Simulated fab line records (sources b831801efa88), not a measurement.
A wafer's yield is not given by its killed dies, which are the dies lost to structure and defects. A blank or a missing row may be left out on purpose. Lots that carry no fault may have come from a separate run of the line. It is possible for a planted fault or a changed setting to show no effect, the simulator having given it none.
A lot that was struck, set against a sound lot	flow sky130	16 steps out of a route of 708
Sound: the wafers L679.3, L679.5, L679.6. Wafers struck: L692.1, L692.4, L692.6. The cause comes at the end.
Each step with rows lists, per side, the tool, then ch with its chambers, then its first start. Under that, the readings that differ: sound wafers	struck wafers	difference of the means	sigmas: that difference in standard deviations of wafers without a fault.
alike: words and numbers the same on both sides, and readings whose means are apart by under 2 such deviations; not compared: readings that were withheld, readings missing a value for some wafer, numbers with overlapping values and no deviation given by the record, and bounds like >300 which may hide the same value.
Wherever a step has rows on one side only, a row that says differs or no value, or a row with sigmas, the two part there. Non-overlapping numbers with no deviation appear without sigmas and do not part them. A reading that every wafer of one side lacks parts them only if that side has two wafers or more.

first, 3 steps without rows for these wafers: SKY_METAL1_EXPOSE_12 (exposes mask MM1, target cd 140 nm); SKY_METAL1_PEB_13; SKY_METAL1_DEVELOP_14 (develop time 60 s).
SKY_METAL1_CD_MEAS_15 targets a cd of 140 nm.
  sound on cd-sem-02, day 33 11:24; struck on cd-sem-02, day 38 19:37
  alike: cd-nm
SKY_METAL1_OVL_MEAS_16:
  sound on overlay-02, day 33 11:30; struck on overlay-02, day 38 19:44
  alike: METAL1_OVL
SKY_METAL1_DESCUM_17: chemistry O2, time 8 s.
  sound on rie-metal-02 ch 0,1, day 33 11:32; struck on rie-metal-03 ch 0, day 38 19:46
  alike: drypump-motor-current-A, oes-product-au
  not compared: rf-hours-counter-h
SKY_METAL1_ETCH_18: etches BARC in N2/H2, stops on SiO2, time 45.9 s, target depth 60 nm.
  sound on rie-metal-02 ch 0,1, day 33 11:34; struck on rie-metal-03 ch 0, day 38 19:48
  alike: drypump-motor-current-A, h2-flow-sccm, n2-flow-sccm, oes-product-au, throttle-valve-pct
  not compared: rf-hours-counter-h
SKY_METAL1_METAL_ETCH_19: etches the open film in Cl2/BCl3, stops on SiO2, target depth 360 nm, time 78 s.
  sound on rie-metal-02 ch 0,1, day 33 11:38; struck on rie-metal-03 ch 0, day 38 19:52
  alike: drypump-motor-current-A, oes-product-au, throttle-valve-pct
  not compared: rf-hours-counter-h
SKY_METAL1_STRIP_20: strips in O2/N2.
  sound on plasma-asher-04 ch 0,1, day 33 11:44; struck on plasma-asher-04 ch 0, day 38 19:58
  alike: drypump-motor-current-A, n2-flow-sccm, oes-product-au, strip-time-to-endpoint-s
  not compared: rf-hours-counter-h
then, 3 steps without rows for these wafers: SKY_METAL1_STRIP_21 (strips in post etch residue remover, time 1200 s); SKY_METAL1_CLEAN_22 (cleans in IPA, time 180 s); SKY_METAL1_CLEAN_23 (cleans in O3/DIW).
SKY_VIA1_HDPCVD_00: deposits SiO2, target thk 1030 nm, time 171.7 s.
  sound on hdpcvd-01 ch 1,2, day 33 12:18; struck on hdpcvd-02 ch 0,1,2, day 38 20:33
reading	sound	struck	difference	sigmas
sih4-flow-sccm (sccm)	59.82 59.92 60.06	48.07 48.04 48.03	-11.89	-74
model.SiO2_of_VIA1_HDPCVD_00.thk-nm (nm)	1023 1030 1012	843.7 837.2 816.2	-189.3	
SKY_VIA1_THK_MEAS_01:
  sound on film-metro-01, day 33 12:26; struck on film-metro-01, day 38 20:40
reading	sound	struck	difference	sigmas
VIA1_HDPCVD_THK (nm)	1024 1030 1012	844 837 816	-190	-17
SKY_VIA1_CMP_02: polishes SiO2.
  sound on cmp-02 ch 1,2,3, day 33 12:37; struck on cmp-02 ch 0,1,3, day 38 21:17
  alike: edge-zone-pressure-frac, motor-current-A, platen-rpm
-- the record jumps here: 11 days lie between the struck wafers' starts before and after (it left off in module VIA1 and takes up again in module PAD_OPEN, whose first step shown is number 708 of the route) --
SKY_PAD_OPEN_PROBE_99:
  record: rows for the struck wafers here (prober-01, day 50 01:23), none for the sound ones

WHERE THEY PART
First at SKY_VIA1_HDPCVD_00; last, within this record, at SKY_PAD_OPEN_PROBE_99.

WHY: what had been put in by the simulator
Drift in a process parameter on hdpcvd-02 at SKY_VIA1_HDPCVD_00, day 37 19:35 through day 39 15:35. From 60, the setting sih4-flow-sccm moved by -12. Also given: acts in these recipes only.
